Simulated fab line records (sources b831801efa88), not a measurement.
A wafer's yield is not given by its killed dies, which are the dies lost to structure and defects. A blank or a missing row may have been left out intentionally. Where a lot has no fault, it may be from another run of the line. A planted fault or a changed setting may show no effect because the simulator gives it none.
Check for tools in common	flow gf180mcu	Lots sampled 12, wafers sampled 45

== WHAT PROMPTED THE OPENING ==
At GF_V1_CD_MEAS_14 the reading cd nm is flagged on 3 of 12 lots. Fault-free wafers read 260.3 nm, with a standard deviation of 1.4.
Rule: a lot is flagged in two cases, either no wafer of it has a number, or all its wafers with numbers fall more than 4 standard deviations from that mean. All remaining lots are regarded as sound.

lot	measured	on	cd nm (nm), wafer by wafer	flag
L688	day 19 16:05	cd sem-01	261.4 261.3 261.5	
L689	day 19 22:14	cd sem-02	259.7 259.8 260.1	
L690	day 20 09:52	cd sem-02	260.1 260.3 261.9	
L691	day 20 15:20	cd sem-02	261.1 260.8 261.4	
L692	day 20 19:40	cd sem-02	261.5 261.3 260.7	
L693	day 21 00:34	cd sem-01	261.4 262.1 261.5	
L695	day 22 06:10	cd sem-02	261.1 261.5 262.0	
L697	day 22 13:52	cd sem-01	260.7 260.4 260.5	
L704	day 25 03:17	cd sem-02	250.3 250.1 251.1 250.5 249.9 251.2	FLAGGED
L705	day 25 05:32	cd sem-02	250.9 250.7 250.6 251.0 250.6 250.2	FLAGGED
L707	day 25 17:26	cd sem-02	250.7 250.1 250.1 250.5 249.8 250.6	FLAGGED
L708	day 26 00:42	cd sem-02	260.9 260.6 261.4	
On average the flagged lots' numbers are 250.5 nm, which is -9.8 nm against the usual, or -7 standard deviations.

== WHICH TOOL EACH LOT WENT THROUGH ==
The record keeps 1 process step preceding the reading, out of 602 steps on the route. Each cell gives the tool, then ch followed by the chambers the sampled wafers passed through, then the start.
lot	flag	GF_V1_EXPOSE_11
L688		krf scanner-01 ch 0, day 19 04:25
L689		krf scanner-01 ch 0, day 19 10:23
L690		krf scanner-02 ch 0, day 19 21:44
L691		krf scanner-02 ch 0, day 20 03:44
L692		krf scanner-02 ch 0, day 20 07:53
L693		krf scanner-02 ch 0, day 20 13:04
L695		krf scanner-02 ch 0, day 21 18:31
L697		krf scanner-02 ch 0, day 22 02:49
L704	FLAGGED	krf scanner-02 ch 0, day 24 16:29
L705	FLAGGED	krf scanner-02 ch 0, day 24 19:08
L707	FLAGGED	krf scanner-02 ch 0, day 25 07:13
L708		krf scanner-01 ch 0, day 25 14:13
What the steps here do:
- GF_V1_EXPOSE_11: exposes mask Via1, target cd 260 nm.
- GF_V1_CD_MEAS_14: target cd 260 nm.

== FLAGGED AGAINST TOTAL, ONE TOOL AT A TIME (gauges that did the reading follow at the end) ==
step	tool	lots run	flagged	share of the flagged lots	sound lots run after its first flagged lot
GF_V1_EXPOSE_11	krf scanner-01	3	0	none	-
GF_V1_EXPOSE_11	krf scanner-02	9	3	all	0
GF_V1_CD_MEAS_14	cd sem-01	3	0	none	-
GF_V1_CD_MEAS_14	cd sem-02	9	3	all	1 (L708)

== THE TABLE: WHAT IT ALLOWS ==
Table rows that saw every flagged lot: 2, namely krf scanner-02 at GF_V1_EXPOSE_11 and cd sem-02 at GF_V1_CD_MEAS_14.
- krf scanner-02 at GF_V1_EXPOSE_11 ran 9 lots, 3 of them flagged. Its last sound lot is L697 (day 22 02:49), its first flagged lot L704 (day 24 16:29): a fault that began between those two fits. Its own readings (exposure dose mJ cm2) fall more than 4 standard deviations out on all wafers of the flagged lots.
- cd sem-02 at GF_V1_CD_MEAS_14 ran 9 lots, 3 of them flagged. After the first flagged lot (L708), sound lots still ran on it; a lasting fault on the whole tool would not permit that.
Left over: one tool, krf scanner-02 at GF_V1_EXPOSE_11.

== WHAT THE SIMULATOR HAD PUT IN ==
Drift in process parameters on krf scanner-02 at GF_V1_EXPOSE_11, starting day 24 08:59. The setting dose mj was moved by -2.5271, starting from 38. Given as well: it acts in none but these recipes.
Struck lots among those shown: L704, L705, L707. The rule above reached the same finding.
